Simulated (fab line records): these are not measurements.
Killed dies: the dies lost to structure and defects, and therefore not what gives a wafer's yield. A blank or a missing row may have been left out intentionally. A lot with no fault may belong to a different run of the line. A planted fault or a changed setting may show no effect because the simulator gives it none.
Matching of chambers :: flow gf180mcu :: GF_V3_ETCH_16 on rie-diel-01: 4 sister chambers
The step etches BARC in N2/H2. 14 wafers are shown with their chamber, then 7 later ones without.

WAFERS PAIRED WITH THEIR CHAMBERS
wafer: L821.3
chamber: 1
drypump-motor-current-A (A): 5.9
throttle-valve-pct (%): 13.219
oes-product-au (a.u.): 0.857

wafer: L821.4
chamber: 2
drypump-motor-current-A (A): 5.7
throttle-valve-pct (%): 13.227
oes-product-au (a.u.): 0.855

wafer: L821.5
chamber: 3
drypump-motor-current-A (A): 5.4
throttle-valve-pct (%): 13.202
oes-product-au (a.u.): 0.850

wafer: L827.1
chamber: 3
drypump-motor-current-A (A): 5.4
throttle-valve-pct (%): 13.243
oes-product-au (a.u.): 0.855

wafer: L827.4
chamber: 2
drypump-motor-current-A (A): 5.7
throttle-valve-pct (%): 13.231
oes-product-au (a.u.): 0.858

wafer: L827.6
chamber: 1
drypump-motor-current-A (A): 5.9
throttle-valve-pct (%): 13.232
oes-product-au (a.u.): 0.848

wafer: L833.3
chamber: 0
drypump-motor-current-A (A): 4.7
throttle-valve-pct (%): 13.240
oes-product-au (a.u.): 0.856

wafer: L833.4
chamber: 2
drypump-motor-current-A (A): 5.7
throttle-valve-pct (%): 13.209
oes-product-au (a.u.): 0.861

wafer: L833.5
chamber: 1
drypump-motor-current-A (A): 5.9
throttle-valve-pct (%): 13.207
oes-product-au (a.u.): 0.857

wafer: L838.3
chamber: 3
drypump-motor-current-A (A): 5.4
throttle-valve-pct (%): 13.206
oes-product-au (a.u.): 0.857

wafer: L838.5
chamber: 2
drypump-motor-current-A (A): 5.7
throttle-valve-pct (%): 13.223
oes-product-au (a.u.): 0.856

wafer: L838.6
chamber: 3
drypump-motor-current-A (A): 5.4
throttle-valve-pct (%): 13.233
oes-product-au (a.u.): 0.854

wafer: L839.1
chamber: 0
drypump-motor-current-A (A): 4.8
throttle-valve-pct (%): 13.229
oes-product-au (a.u.): 0.856

wafer: L839.2
chamber: 2
drypump-motor-current-A (A): 5.7
throttle-valve-pct (%): 13.235
oes-product-au (a.u.): 0.852

SIGNATURES (means of the wafers above)
reading: drypump-motor-current-A
chamber 0: 4.750
chamber 1: 5.900
chamber 2: 5.700
chamber 3: 5.400
scatter within a chamber: 0.0224

reading: throttle-valve-pct
chamber 0: 13.23450
chamber 1: 13.21933
chamber 2: 13.22500
chamber 3: 13.22100
scatter within a chamber: 0.0141

reading: oes-product-au
chamber 0: 0.85600
chamber 1: 0.85400
chamber 2: 0.85640
chamber 3: 0.85400
scatter within a chamber: 0.00354
Rule: a wafer's distance from a chamber is the root of the sum, over the readings, of the square of ((its reading less the chamber's mean) divided by the reading's scatter). The wafer belongs to the nearest chamber; if the next one is less than 2 further off, it can't be placed. The scatter: take each reading less its chamber's mean, square it, sum over the shown wafers, divide by the number of wafers less the number of chambers, and take the root.

WAFERS MISSING THEIR CHAMBER
wafer: L839.5
drypump-motor-current-A (A): 4.8
throttle-valve-pct (%): 13.225
oes-product-au (a.u.): 0.857

wafer: L840.2
drypump-motor-current-A (A): 5.9
throttle-valve-pct (%): 13.219
oes-product-au (a.u.): 0.860

wafer: L840.3
drypump-motor-current-A (A): 4.8
throttle-valve-pct (%): 13.214
oes-product-au (a.u.): 0.854

wafer: L840.6
drypump-motor-current-A (A): 5.4
throttle-valve-pct (%): 13.221
oes-product-au (a.u.): 0.858

wafer: L842.2
drypump-motor-current-A (A): 5.9
throttle-valve-pct (%): 13.231
oes-product-au (a.u.): 0.853

wafer: L842.3
drypump-motor-current-A (A): 4.8
throttle-valve-pct (%): 13.224
oes-product-au (a.u.): 0.858

wafer: L842.6
drypump-motor-current-A (A): 5.7
throttle-valve-pct (%): 13.211
oes-product-au (a.u.): 0.854

WHICH CHAMBER EACH ONE RAN IN
wafer: L839.5
from the rows above: 0
in truth: 0

wafer: L840.2
from the rows above: 1
in truth: 1

wafer: L840.3
from the rows above: 0
in truth: 0

wafer: L840.6
from the rows above: 3
in truth: 3

wafer: L842.2
from the rows above: 1
in truth: 1

wafer: L842.3
from the rows above: 0
in truth: 0

wafer: L842.6
from the rows above: 2
in truth: 2
Correct placement for 7 of the 7. Left unplaced by these rows: 0. 0 placed wrongly.
